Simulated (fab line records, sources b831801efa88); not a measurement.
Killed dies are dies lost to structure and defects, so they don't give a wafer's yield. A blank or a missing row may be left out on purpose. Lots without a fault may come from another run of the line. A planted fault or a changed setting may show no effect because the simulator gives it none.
A struck lot beside a sound one | flow sky130 | 16 steps out of a route of 708
Sound: wafers L768.1, L768.4, L768.6. Struck: wafers L752.2, L752.3, L752.6. The cause comes at the end.
At each step with rows: each side's tool, then ch and its chambers, then its first start. Under that, the readings that differ: sound wafers | struck wafers | difference of the means | sigmas: that difference in standard deviations of wafers without a fault.
alike: readings whose means differ by less than 2 such deviations, and words and numbers that are the same on both sides. not compared: withheld readings, readings that some wafer has no value for, bounds like >300 that may hide the same value, and numbers for which the record gives no deviation and whose values overlap.
The two part at a step that has a row with sigmas, a row that says differs or no value, or rows on one side only. Numbers that don't overlap but have no deviation are shown without sigmas and don't part them. A reading that every wafer of one side lacks parts them only if that side has two wafers or more.

first, 2 steps without rows for these wafers: SKY_VIA2_CLEAN_18 (cleans in IPA, time 180 s); SKY_VIA2_CLEAN_19 (cleans in O3/DIW).
SKY_VIA2_SPUTTER_20: material TiN, target thk 20 nm, time 80 s.
  sound on pvd_sputter-01, day 42 15:16; struck on pvd_sputter-04, day 37 13:58
  alike: throttle_valve_pct
SKY_VIA2_CVD_21: deposits W, target thk 420 nm, time 126.4 s.
  sound on cvd_w-01 ch 0,1, day 42 15:20; struck on cvd_w-01 ch 0,1, day 37 14:02
  alike: heater_power_w
SKY_VIA2_RS_MEAS_22: measures by four-point-probe.
  sound on film_metro-03, day 42 15:28; struck on film_metro-04, day 37 14:11
  alike: VIA2_W_RS
SKY_VIA2_THK_MEAS_23: measures by xrf.
  sound on film_metro-03, day 42 15:35; struck on film_metro-04, day 37 14:17
  reading         | sound       | struck      | difference | sigmas
  VIA2_W_THK (nm) | 421 424 420 | 441 434 441 | +17        | +2
SKY_VIA2_CMP_24: polishes, stops on SiO2, t overpolish 20 s, target thk 0 nm.
  sound on cmp-01 ch 0,3, day 42 15:41; struck on cmp-02 ch 0,1, day 37 14:23
  reading                | sound          | struck            | difference | sigmas
  time_to_endpoint_s (s) | 97.4 98.1 98.7 | 104.4 107.0 104.1 | +7.1       | +2
  alike: motor_current_A, overpolish_run_s, platen_rpm, slurry_flow_ml_min
then, 3 steps without rows for these wafers: SKY_METAL3_SPUTTER_00 (material Ti, target thk 15 nm, time 10 s); SKY_METAL3_SPUTTER_01 (material TiN, target thk 20 nm, time 16.7 s); SKY_METAL3_SPUTTER_02 (material AlCu, target thk 735 nm, time 39.1 s).
SKY_METAL3_SPUTTER_03: material Ti, target thk 5 nm, time 3.3 s.
  sound on pvd_sputter-02, day 42 16:02; struck on pvd_sputter-03, day 37 14:44
  alike: throttle_valve_pct
then, 1 step without rows for these wafers: SKY_METAL3_SPUTTER_04 (material TiN, target thk 70 nm, time 58.3 s).
SKY_CAPM_CVD_00: deposits SiO2, target thk 15.5 nm.
  sound on pecvd-01 ch 0,1,2, day 42 16:06; struck on pecvd-03 ch 1,2, day 37 14:00
  reading            | sound       | struck      | difference | sigmas
  heater_power_w (W) | 661 754 840 | 542 485 500 | -243       | -2
SKY_CAPM_THK_MEAS_01:
  sound on film_metro-02, day 42 16:07; struck on film_metro-01, day 37 15:01
  reading              | sound             | struck            | difference | sigmas
  CAPM_CVD_00_THK (nm) | 15.44 15.54 15.78 | 31.11 31.13 31.33 | +15.60     | +82
SKY_CAPM_SPUTTER_02: material TiN, target thk 200 nm, time 166.7 s.
  sound on pvd_sputter-03, day 42 16:11; struck on pvd_sputter-02, day 37 15:04
  alike: throttle_valve_pct
-- the record jumps here: 9 days lie between the struck wafers' starts before and after (it left off in module CAPM and takes up again in module PAD_OPEN, whose first step shown is number 708 of the route) --
SKY_PAD_OPEN_PROBE_99:
  sound on prober-02, day 50 17:46; struck on prober-02, day 46 21:29
  reading                               | sound              | struck           | difference | sigmas
  model.etest.tester.sort_n_pass        | 404 385 407        | 0 0 0            | -399       |
  model.etest.tester.sort_yield_pct (%) | 82.11 78.25 82.72  | 0 0 0            | -81        |
  model.etest.tester.sort_bin_3_pct (%) | 0.813 0.813 0.6098 | 81.3 79.27 85.98 | +81.4      |
  model.etest.licon_ndiff.short         | 0 0 0              | 1 1 1            | +1         |
  model.etest.res_deep_nwell.short      | 0 0 0              | 1 1 1            | +1         |
  model.etest.cap_poly_to_well.short    | 0 0 0              | 1 1 1            | +1         |
  model.etest.field_n.short             | 0 0 0              | 1 1 1            | +1         |
  model.etest.licon_pdiff.short         | 0 0 0              | 1 1 1            | +1         |
  alike: defect_limited_yield, killed_at_M0_to_M3, killed_at_M4_up, killed_at_contacts, killed_at_front_end, killed_at_other, killed_dies, killed_open, killed_short

WHERE THEY PART
First at SKY_VIA2_THK_MEAS_23; last, within this record, at SKY_CAPM_THK_MEAS_01. Later steps at which nothing parts them and some readings are alike: SKY_CAPM_SPUTTER_02, SKY_PAD_OPEN_PROBE_99.

WHY: what the simulator had put in
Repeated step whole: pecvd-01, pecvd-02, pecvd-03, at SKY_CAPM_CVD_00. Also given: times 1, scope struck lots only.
